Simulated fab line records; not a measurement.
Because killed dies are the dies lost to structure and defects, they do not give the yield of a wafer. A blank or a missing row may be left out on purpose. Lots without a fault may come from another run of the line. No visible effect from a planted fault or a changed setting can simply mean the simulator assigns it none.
Code-filled problem report in 8D (eight disciplines) form -- flow sky130 -- the parts of the form that need people (team, actions taken, sign-off) are left out

## 1. THE PROBLEM
cd_nm at SKY_SONOS_TUNNEL_CD_MEAS_07 reads a mean of 393.9 nm on 4 wafers of 3 lots; wafers without a fault read 410.4 nm with a standard deviation of 2. That is -8.2 standard deviations from the usual mean.
The step: target cd 410 nm.
The first sign was on wafer L617.5 at day 13 09:00, on cd_sem-02. The record holds 42 wafers of 15 lots with a number at this step. Rule for "out" (also "out of limits"): further than 4 standard deviations from the usual mean. The other wafers with a number count as sound.

## 2. WHAT IT IS AND WHAT IT IS NOT
question,is,is not
which readings at this step,cd_nm,-
which lots,"L617, L619, L621","L612, L613, L614, L624, L627, L628, L629, L631, L632, L633, L634, L635"
which wafers of those lots,"L617.5, L619.6, L621.5, L621.6","L617.1, L619.4"
read on which gauges,"cd_sem-01, cd_sem-02",-
when,from day 13 09:00,"up to then (10 sound wafers); but 28 sound wafers of L619, L624, L627, L628, L629, L631, L632, L633, L634, L635 came after"

## 3. WHAT RULES OUT EACH SUSPECT
Counting: if a tool at a process step up to the reading ran every lot that is out, it stays a suspect. Sound lots after the first of them don't rule it out here, since some wafers of a struck lot are sound.
- ruled out: the gauge at SKY_SONOS_TUNNEL_CD_MEAS_07. 2 gauges (cd_sem-01, cd_sem-02) read the wafers that are out.
- litho_track-02 at SKY_SONOS_TUNNEL_DEVELOP_06 (develop time 60 s): kept. It processed each lot that is out (first: L617, day 13 08:51); up to then, its last sound lot is L614 (day 11 23:36).
The count leaves litho_track-02 at SKY_SONOS_TUNNEL_DEVELOP_06.

## 4. THE CAUSE (what the simulator had put in)
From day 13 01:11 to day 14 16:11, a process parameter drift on litho_track-02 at SKY_SONOS_TUNNEL_DEVELOP_06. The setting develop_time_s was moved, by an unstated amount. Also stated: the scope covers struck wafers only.
Only this tool survived the counting.

## 5. SEQUENCE OF EFFECTS, ordered by route
Rows list readings where the struck wafers' mean (over those with a number) sits beyond 3 standard deviations from the usual. Only readings whose record carries a usual standard deviation are examined. hours: median over the lots of the time between each lot's start at the first step of this table that gives one and its start at this step. sigmas: the change, counted in usual standard deviations.
hours,step,reading,usual,on struck wafers,change,sigmas
0,SKY_SONOS_TUNNEL_CD_MEAS_07,cd_nm,410.4 nm,393.9,-16.4,-8.2
At these later measuring or inspecting steps, every struck wafer for which the step has a row has a number for every such reading, and none has moved that far: SKY_SONOS_ONO_THK_MEAS_03, SKY_SONOS_ONO_THK_MEAS_05.

## 6. HOW IT WOULD HAVE BEEN CAUGHT EARLIER
In this record the first reading out of limits at a measuring or inspecting step was taken at day 13 09:00, 8 hours after the fault began at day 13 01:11.
Of the tool readings at SKY_SONOS_TUNNEL_DEVELOP_06 for which the record gives a usual standard deviation, none was out on any struck wafer, so an alarm limit of 4 standard deviations on them would not have fired.
Lots out: 3; of these, L619, L621 started SKY_SONOS_TUNNEL_DEVELOP_06 on litho_track-02 after day 13 09:00. A hold on the tool at that time would have spared those 2.
